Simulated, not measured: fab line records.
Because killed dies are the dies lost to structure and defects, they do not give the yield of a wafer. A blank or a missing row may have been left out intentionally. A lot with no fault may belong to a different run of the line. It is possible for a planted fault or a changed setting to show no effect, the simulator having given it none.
Which tool was responsible? -- flow sky130 -- Sampling: 13 lots, 39 wafers, 4 of 708 route steps

## WHAT THE GAUGES SHOWED, per wafer
SKY_VIA4_THK_MEAS_20: measures by xrf.
lot,measured,on,VIA4_W_THK (nm)
L825,day 44 11:05,film-metro-01,496 500 509
L823,day 44 13:27,film-metro-01,505 494 496
L830,day 44 15:16,film-metro-01,503 499 501
L831,day 45 09:40,film-metro-01,503 507 507
L834,day 46 08:45,film-metro-02,501 503 508
L836,day 46 11:32,film-metro-02,510 505 507
L835,day 46 13:28,film-metro-03,516 513 510
L838,day 47 03:40,film-metro-03,512 518 517
L840,day 47 09:16,film-metro-03,514 519 510
L844,day 48 10:13,film-metro-01,516 506 508
L845,day 48 09:35,film-metro-02,500 505 491
L843,day 48 12:37,film-metro-03,508 518 512
L846,day 48 12:32,film-metro-01,500 510 506

SKY_PAD_OPEN_BOW_MEAS_13.
lot,measured,on,PAD_OPEN_BOW (um)
L825,day 47 06:56,film-metro-03,37 38 50
L823,day 47 10:38,film-metro-04,56 57 62
L830,day 47 13:38,film-metro-02,41 53 57
L831,day 48 03:49,film-metro-04,43 38 43
L834,day 48 23:29,film-metro-02,57 58 63
L836,day 49 04:25,film-metro-02,37 39 61
L835,day 49 04:46,film-metro-03,49 49 56
L838,day 49 15:58,film-metro-03,49 56 38
L840,day 49 20:33,film-metro-02,42 43 38
L844,day 50 18:03,film-metro-02,43 51 53
L845,day 50 17:01,film-metro-02,60 49 59
L843,day 50 20:46,film-metro-03,44 45 39
L846,day 50 19:49,film-metro-03,46 51 46

## EACH LOT AND THE TOOL THAT RAN IT (in order: tool; ch and the chambers of the sampled wafers; start)
lot,SKY_RES_XHIGH_STRIP_08,SKY_VIA4_ETCH_12
L825,"plasma-asher-03 ch 0,1, day 28 01:55","rie-diel-02 ch 0,1,3, day 44 10:03"
L823,"plasma-asher-03 ch 0,1, day 28 04:26","rie-diel-01 ch 1,2,3, day 44 12:25"
L830,"plasma-asher-03 ch 0,1, day 28 22:46","rie-diel-02 ch 1,2,3, day 44 14:16"
L831,"plasma-asher-03 ch 0,1, day 29 20:49","rie-diel-01 ch 0,1,2, day 45 08:28"
L834,"plasma-asher-02 ch 0,1, day 30 23:50","rie-diel-01 ch 0,3, day 46 07:43"
L836,"plasma-asher-02 ch 0,1, day 31 08:11","rie-diel-01 ch 1,2,3, day 46 09:45"
L835,"plasma-asher-04 ch 0,1, day 31 11:16","rie-diel-02 ch 0,2, day 46 12:04"
L838,"plasma-asher-02 ch 0,1, day 31 22:44","rie-diel-02 ch 2,3, day 47 02:39"
L840,"plasma-asher-04 ch 0,1, day 32 11:43","rie-diel-03 ch 0,1, day 47 08:15"
L844,"plasma-asher-03 ch 0,1, day 33 22:49","rie-diel-03 ch 0,1,3, day 48 09:10"
L845,"plasma-asher-04 ch 0,1, day 33 23:43","rie-diel-02 ch 2,3, day 48 08:34"
L843,"plasma-asher-03 ch 0,1, day 33 23:55","rie-diel-03 ch 1,2,3, day 48 11:33"
L846,"plasma-asher-04 ch 0,1, day 34 03:28","rie-diel-01 ch 0,1, day 48 11:25"
- SKY_RES_XHIGH_STRIP_08: strips in O2/N2.
- SKY_VIA4_ETCH_12: etches SiO2 in C4F8/O2/Ar, stops on TiN, target depth 580 nm.

## WHAT THE TOOLS THEMSELVES READ (means of the sampled wafers that have a number; where no wafer has one, the mark that the record gives instead)
SKY_RES_XHIGH_STRIP_08.
lot,tool,drypump-motor-current-A (A),oes-product-au (a.u.),strip-time-to-endpoint-s (s)
L825,plasma-asher-03,5.5,0.710,14.27
L823,plasma-asher-03,5.5,0.710,14.23
L830,plasma-asher-03,5.8,0.712,14.26
L831,plasma-asher-03,5.5,0.708,14.23
L834,plasma-asher-02,5.6,0.706,14.26
L836,plasma-asher-02,5.6,0.712,14.22
L835,plasma-asher-04,5.9,0.708,14.20
L838,plasma-asher-02,5.6,0.712,14.22
L840,plasma-asher-04,5.7,0.713,14.20
L844,plasma-asher-03,5.6,0.707,14.26
L845,plasma-asher-04,5.9,0.707,14.20
L843,plasma-asher-03,5.8,0.713,14.32
L846,plasma-asher-04,5.7,0.712,14.27

SKY_VIA4_ETCH_12.
lot,tool,oes-product-au (a.u.)
L825,rie-diel-02,0.915
L823,rie-diel-01,0.921
L830,rie-diel-02,0.918
L831,rie-diel-01,0.918
L834,rie-diel-01,0.918
L836,rie-diel-01,0.914
L835,rie-diel-02,0.917
L838,rie-diel-02,0.916
L840,rie-diel-03,0.913
L844,rie-diel-03,0.916
L845,rie-diel-02,0.916
L843,rie-diel-03,0.915
L846,rie-diel-01,0.918

## THE ANSWER, worked out from the rows above alone
Rule: usual is defined by the lots themselves. Put in order of their means at a reading, lots are off if they are a third of the lots or fewer, leave a main group of 4 or more, and stand apart from it by a gap of 3 or more times the standard deviation of the main group's means; of several such gaps the widest counts. If all means in a main group match to the digits the tables above print for the reading, that group is not used. A lot without any number at a reading at which 4 lots or more have one is off too. All remaining lots with rows at the step are treated as sound. The gauges are gone through in route order, then the tools' own readings, and for those a lot's mean is taken as printed above. At the first step where some lot is off, the reading lying furthest off is the one used; lots without a number count as furthest.
No lot is off on any of the readings shown, so nothing can be concluded from this.

## WHAT WAS PUT IN BY THE SIMULATOR
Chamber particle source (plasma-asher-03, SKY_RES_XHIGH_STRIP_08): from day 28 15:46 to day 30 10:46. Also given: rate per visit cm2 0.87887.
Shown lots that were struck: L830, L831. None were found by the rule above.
